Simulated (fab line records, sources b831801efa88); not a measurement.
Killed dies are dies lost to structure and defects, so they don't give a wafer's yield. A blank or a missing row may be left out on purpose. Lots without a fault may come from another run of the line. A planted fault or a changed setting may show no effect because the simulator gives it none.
A struck lot beside a sound one | flow sky130 | 18 steps out of a route of 708
Sound: wafers L613.1, L613.2, L613.4. Struck: wafers L603.1, L603.3, L603.5. The cause comes at the end.
At each step with rows: each side's tool, then ch and its chambers, then its first start. Under that, the readings that differ: sound wafers | struck wafers | difference of the means | sigmas: that difference in standard deviations of wafers without a fault.
alike: readings whose means differ by less than 2 such deviations, and words and numbers that are the same on both sides. not compared: withheld readings, readings that some wafer has no value for, bounds like >300 that may hide the same value, and numbers for which the record gives no deviation and whose values overlap.
The two part at a step that has a row with sigmas, a row that says differs or no value, or rows on one side only. Numbers that don't overlap but have no deviation are shown without sigmas and don't part them. A reading that every wafer of one side lacks parts them only if that side has two wafers or more.

SKY_LDD_HVP_STRIP_09: strips in O2/N2.
  sound on plasma_asher-04 ch 0,1, day 27 07:38; struck on plasma_asher-02 ch 0,1, day 24 02:58
  alike: drypump_motor_current_A, oes_product_au, strip_time_to_endpoint_s
  not compared: rf_hours_counter_h
SKY_LDD_HVP_TW_MEAS_10:
  sound on film_metro-04, day 27 07:44; struck on film_metro-03, day 24 03:04
  reading    | sound       | struck      | difference | sigmas
  LDD_HVP_TW | 451 450 448 | 458 458 456 | +8         | +2
then, 7 steps without rows for these wafers: SKY_LDD_LDN_DEHYDRATE_00 (time 60 s); SKY_LDD_LDN_HMDS_01 (prime time 60 s); SKY_LDD_LDN_COAT_02 (resist thk 1140 nm); SKY_LDD_LDN_SOFTBAKE_03 (time 60 s); SKY_LDD_LDN_EXPOSE_04 (exposes mask LDNTM, target cd 700 nm); SKY_LDD_LDN_PEB_05; SKY_LDD_LDN_DEVELOP_06 (develop time 60 s).
SKY_LDD_LDN_OVL_MEAS_07:
  sound on overlay-02, day 28 12:08; struck on overlay-01, day 25 08:47
  alike: LDD_LDN_OVL
then, 2 steps without rows for these wafers: SKY_LDD_LDN_IMPLANT_08; SKY_LDD_LDN_IMPLANT_09.
SKY_LDD_LDN_IMPLANT_10:
  sound on implanter-01 ch 0, day 28 12:28; struck on implanter-04 ch 0, day 25 09:07
  reading            | sound                           | struck                          | difference  | sigmas
  dose_ions_cm2      | 1.2528e+13 1.252e+13 1.2525e+13 | 1.8439e+13 1.8439e+13 1.843e+13 | +5.9117e+12 | +99 or more
  faraday_current_uA | 71.0 71.6 71.0                  | 106.7 104.9 104.9               | +34.3       | +23
then, 1 step without rows for these wafers: SKY_LDD_LDN_IMPLANT_11.
SKY_LDD_LDN_STRIP_12: strips in O2/N2.
  sound on plasma_asher-01 ch 0,1, day 28 12:46; struck on plasma_asher-02 ch 0,1, day 25 09:25
  alike: drypump_motor_current_A, oes_product_au, strip_time_to_endpoint_s
  not compared: rf_hours_counter_h
SKY_LDD_LDN_TW_MEAS_13:
  sound on film_metro-02, day 28 12:52; struck on film_metro-04, day 25 09:31
  reading    | sound          | struck         | difference | sigmas
  LDD_LDN_TW | 1467 1465 1468 | 1513 1523 1506 | +47        | +5
then, 1 step without rows for these wafers: SKY_LDD_LDN_CLEAN_14 (cleans in SC1/SC2, time 150 s).
-- the record jumps here: 22 days lie between the struck wafers' starts before and after (it left off in module LDD_LDN and takes up again in module PAD_OPEN, whose first step shown is number 708 of the route) --
SKY_PAD_OPEN_PROBE_99:
  sound on prober-01, day 49 11:42; struck on prober-01, day 47 11:32
  reading                         | sound          | struck         | difference | sigmas
  killed_at_other                 | 0 1 0          | 1 3 1          | +1         | +2
  model.etest.tip_sonos.rs_ohm_sq | 2685 2704 2709 | 2334 2360 2364 | -347       |
  alike: killed_at_M0_to_M3, killed_at_M4_up, killed_at_contacts, killed_at_front_end, killed_dies, killed_open, killed_short

WHERE THEY PART
First at SKY_LDD_HVP_TW_MEAS_10; last, within this record, at SKY_PAD_OPEN_PROBE_99.

WHY: what the simulator had put in
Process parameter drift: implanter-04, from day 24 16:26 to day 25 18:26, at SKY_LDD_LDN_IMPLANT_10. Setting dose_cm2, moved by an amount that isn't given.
